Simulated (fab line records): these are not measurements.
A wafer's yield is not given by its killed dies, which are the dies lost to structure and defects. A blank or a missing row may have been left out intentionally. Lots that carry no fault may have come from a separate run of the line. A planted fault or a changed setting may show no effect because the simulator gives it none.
Which tool is to blame? + flow sky130 + 11 lots with 33 wafers sampled at 3 steps, on a route of 708 steps

## WHAT THE GAUGES SHOWED, per wafer
SKY_METAL2_CD_MEAS_15: the cd target is 140 nm. Usual: cd nm reads 139.9 nm (standard deviation 1.7).
| lot  | measured     | on        | cd nm (nm)        | flag |
|------|--------------|-----------|-------------------|------|
| L121 | day 35 04:51 | cd sem-01 | 143.9 144.4 144.1 |      |
| L123 | day 35 17:10 | cd sem-01 | 139.9 140.9 140.8 |      |
| L127 | day 38 01:08 | cd sem-01 | 142.1 141.2 142.4 |      |
| L132 | day 38 18:08 | cd sem-02 | 137.8 139.4 138.5 |      |
| L133 | day 38 22:25 | cd sem-02 | 142.0 142.4 143.1 |      |
| L134 | day 39 13:29 | cd sem-02 | 140.4 139.5 139.0 |      |
| L137 | day 40 01:34 | cd sem-02 | 138.6 139.5 138.0 |      |
| L139 | day 40 16:06 | cd sem-02 | 139.9 139.4 139.2 |      |
| L141 | day 41 09:41 | cd sem-01 | 141.6 141.3 141.8 |      |
| L142 | day 41 12:57 | cd sem-02 | 142.6 142.0 142.0 |      |
| L143 | day 41 19:37 | cd sem-02 | 138.1 138.9 139.3 |      |

SKY_VIA2_CD_MEAS_12: the cd target is 200 nm. Usual: cd nm reads 200.1 nm (standard deviation 1.3).
| lot  | measured     | on        | cd nm (nm)        | flag |
|------|--------------|-----------|-------------------|------|
| L121 | day 36 08:24 | cd sem-02 | 200.7 201.9 200.5 |      |
| L123 | day 36 20:55 | cd sem-02 | 197.7 198.1 197.5 |      |
| L127 | day 39 02:47 | cd sem-02 | 198.8 199.5 199.1 |      |
| L132 | day 39 17:01 | cd sem-01 | 201.1 200.5 201.4 |      |
| L133 | day 40 02:13 | cd sem-01 | 200.7 198.6 199.6 |      |
| L134 | day 40 18:28 | cd sem-02 | 202.4 200.4 203.1 |      |
| L137 | day 41 04:36 | cd sem-01 | 199.5 199.5 199.4 |      |
| L139 | day 41 17:45 | cd sem-01 | 199.9 201.7 199.5 |      |
| L141 | day 42 10:43 | cd sem-02 | 201.4 199.8 199.0 |      |
| L142 | day 42 14:09 | cd sem-02 | 196.7 197.0 197.4 |      |
| L143 | day 42 21:22 | cd sem-02 | 198.3 199.2 198.8 |      |

## WHAT TOOL EACH LOT RAN ON (gives the tool, then ch and the chambers of the sampled wafers, and finally the start)
| lot  | SKY_METAL2_ETCH_18                |
|------|-----------------------------------|
| L121 | rie metal-03 ch 0, day 35 05:02   |
| L123 | rie metal-04 ch 0,1, day 35 17:20 |
| L127 | rie metal-04 ch 0,1, day 38 01:20 |
| L132 | rie metal-01 ch 0,1, day 38 18:20 |
| L133 | rie metal-01 ch 0,1, day 38 22:37 |
| L134 | rie metal-04 ch 0,1, day 39 13:41 |
| L137 | rie metal-01 ch 0,1, day 40 01:46 |
| L139 | rie metal-03 ch 0,1, day 40 16:17 |
| L141 | rie metal-04 ch 0,1, day 41 09:52 |
| L142 | rie metal-03 ch 0,1, day 41 13:08 |
| L143 | rie metal-03 ch 0,1, day 41 19:47 |
- SKY_METAL2_ETCH_18: etches BARC in N2/H2, stops on SiO2, time 45.9 s, target depth 60 nm.

## AS READ BY THE TOOLS THEMSELVES (means over the sampled wafers that have a number; for cases with no such wafer, the mark the record gives instead)
SKY_METAL2_ETCH_18. Usual: drypump motor current A 5.70 A, standard deviation 0.26; oes product au 0.854 a.u., standard deviation 0.005; throttle valve pct 13.224 %, standard deviation 0.0092.
| lot  | tool         | drypump motor current A (A) | oes product au (a.u.) | throttle valve pct (%) | flag |
|------|--------------|-----------------------------|-----------------------|------------------------|------|
| L121 | rie metal-03 | 5.52                        | 0.853                 | 13.224                 |      |
| L123 | rie metal-04 | 5.91                        | 0.857                 | 13.222                 |      |
| L127 | rie metal-04 | 5.90                        | 0.848                 | 13.232                 |      |
| L132 | rie metal-01 | 5.77                        | 0.853                 | 13.218                 |      |
| L133 | rie metal-01 | 5.89                        | 0.853                 | 13.233                 |      |
| L134 | rie metal-04 | 5.85                        | 0.858                 | 13.215                 |      |
| L137 | rie metal-01 | 5.86                        | 0.854                 | 13.221                 |      |
| L139 | rie metal-03 | 5.34                        | 0.857                 | 13.227                 |      |
| L141 | rie metal-04 | 5.90                        | 0.854                 | 13.224                 |      |
| L142 | rie metal-03 | 5.35                        | 0.851                 | 13.228                 |      |
| L143 | rie metal-03 | 5.40                        | 0.853                 | 13.223                 |      |

## THE ANSWER, worked out from the rows above alone
Rule: a lot is off if the mean of its wafers that have a number lies more than 3 standard deviations from the usual mean. Also off: a lot with no number at a reading for which 4 or more lots have one. The other lots that the step has rows for count as sound. The gauges are gone through in route order, then the tools' own readings, and for those a lot's mean is taken as printed above. The first step at which some lot is off is used, and at that step the reading that is off furthest; a lot without a number counts as furthest.
No lot is off on any of the readings shown, so nothing can be concluded from this.

## WHAT THE SIMULATOR PUT IN
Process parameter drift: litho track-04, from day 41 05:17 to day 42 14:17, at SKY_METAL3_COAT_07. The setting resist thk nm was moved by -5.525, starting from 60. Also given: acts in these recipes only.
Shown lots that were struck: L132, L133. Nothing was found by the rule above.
